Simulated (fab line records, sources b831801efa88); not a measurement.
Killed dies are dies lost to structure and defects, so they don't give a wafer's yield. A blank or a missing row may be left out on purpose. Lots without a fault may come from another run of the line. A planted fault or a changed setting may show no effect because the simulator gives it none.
One fault seen from 2 desks | flow gf180mcu | each desk has only its own numbers; what lay behind them comes last

THE TOOL OWNER'S DESK: implanter-01
The tool's own readings at GF_HV_LDD_IMPLANT_36: means of the sampled wafers that have a number, for each lot that ran on this tool. A lot is out of limits, marked OUT, if its mean lies more than 4 standard deviations from the usual mean; the brackets give that distance.
Columns: A = dose_ions_cm2 at GF_HV_LDD_IMPLANT_36, usual 7.5e+12; B = faraday_current_uA at GF_HV_LDD_IMPLANT_36, usual 42.2
lot  | first seen here | A                         | B
L793 | day 13 09:41    | 3.5e+13 (+99 or more) OUT | 195.1 (+99 or more) OUT
L794 | day 13 17:51    | 3.5e+13 (+99 or more) OUT | 197.7 (+99 or more) OUT
L805 | day 16 22:59    | 7.5e+12                   | 41.6
L808 | day 17 20:52    | 7.5e+12                   | 42.0
This desk's finding: out of limits on L793, L794; first on L793, day 13 09:41 (dose_ions_cm2 at GF_HV_LDD_IMPLANT_36). In limits: L805, L808.

THE METROLOGY DESK
What the gauges read, lot by lot, whatever tool the lot ran on: means of the sampled wafers that have a number. A lot is out of limits, marked OUT, if its mean lies more than 4 standard deviations from the usual mean; the brackets give that distance.
Columns: A = DNWELL_TW at GF_DNWELL_TW_MEAS_09, usual 1366; B = HV_LDD_3_TW at GF_HV_LDD_TW_MEAS_38, usual 1452; C = HV_LDD_RS at GF_HV_LDD_RS_MEAS_53, usual 418.8 ohm/sq; D = CONTACT_CVD_00_THK at GF_CONTACT_THK_MEAS_01, usual 300 nm
lot  | first seen here | A    | B              | C               | D
L788 | day 3 02:20     | 1366 | 1423           | 420.2           | 296
L792 | day 4 01:11     | 1395 | 1472           | 417.2           | 300
L793 | day 4 04:05     | 1346 | 1812 (+17) OUT | 358.4 (-55) OUT | -
L794 | day 4 16:56     | 1388 | 1813 (+17) OUT | 357.8 (-55) OUT | -
L795 | day 4 17:10     | 1360 | 1478           | 419.0           | 297
L801 | day 5 21:08     | 1354 | 1434           | 420.2           | 295
L803 | day 6 07:19     | 1355 | 1434           | 418.5           | 299
L805 | day 6 19:30     | 1353 | 1474           | 418.2           | 301
L806 | day 7 01:26     | 1348 | 1436           | 420.1           | 301
L808 | day 7 10:26     | 1372 | 1420           | 420.3           | 304
L809 | day 7 17:16     | 1363 | 1441           | 419.7           | 295
L810 | day 7 21:12     | 1378 | 1440           | 416.6           | 302
This desk's finding: out of limits on L793, L794; first on L793, day 13 09:55 (HV_LDD_3_TW at GF_HV_LDD_TW_MEAS_38). In limits: L788, L792, L795, L801, L803, L805, L806, L808, L809, L810.

PUT TOGETHER
The tool owner's desk could have raised an alarm at day 13 09:41, on L793, L794.
The metrology desk could have raised an alarm at day 13 09:55, on L793, L794.
Of the lots named, all ran GF_HV_LDD_IMPLANT_36 on implanter-01.

WHAT THE SIMULATOR HAD PUT IN
Process parameter drift: implanter-01, from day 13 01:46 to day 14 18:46, at GF_HV_LDD_IMPLANT_36. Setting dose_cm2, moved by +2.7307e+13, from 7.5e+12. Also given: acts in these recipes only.
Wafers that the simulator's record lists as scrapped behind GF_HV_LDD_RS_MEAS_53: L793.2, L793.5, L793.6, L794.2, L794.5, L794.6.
Lots struck among those shown: L793, L794.
Hours from the fault's start to each desk's first reading out of limits: the tool owner's desk, 8; the metrology desk, 8.
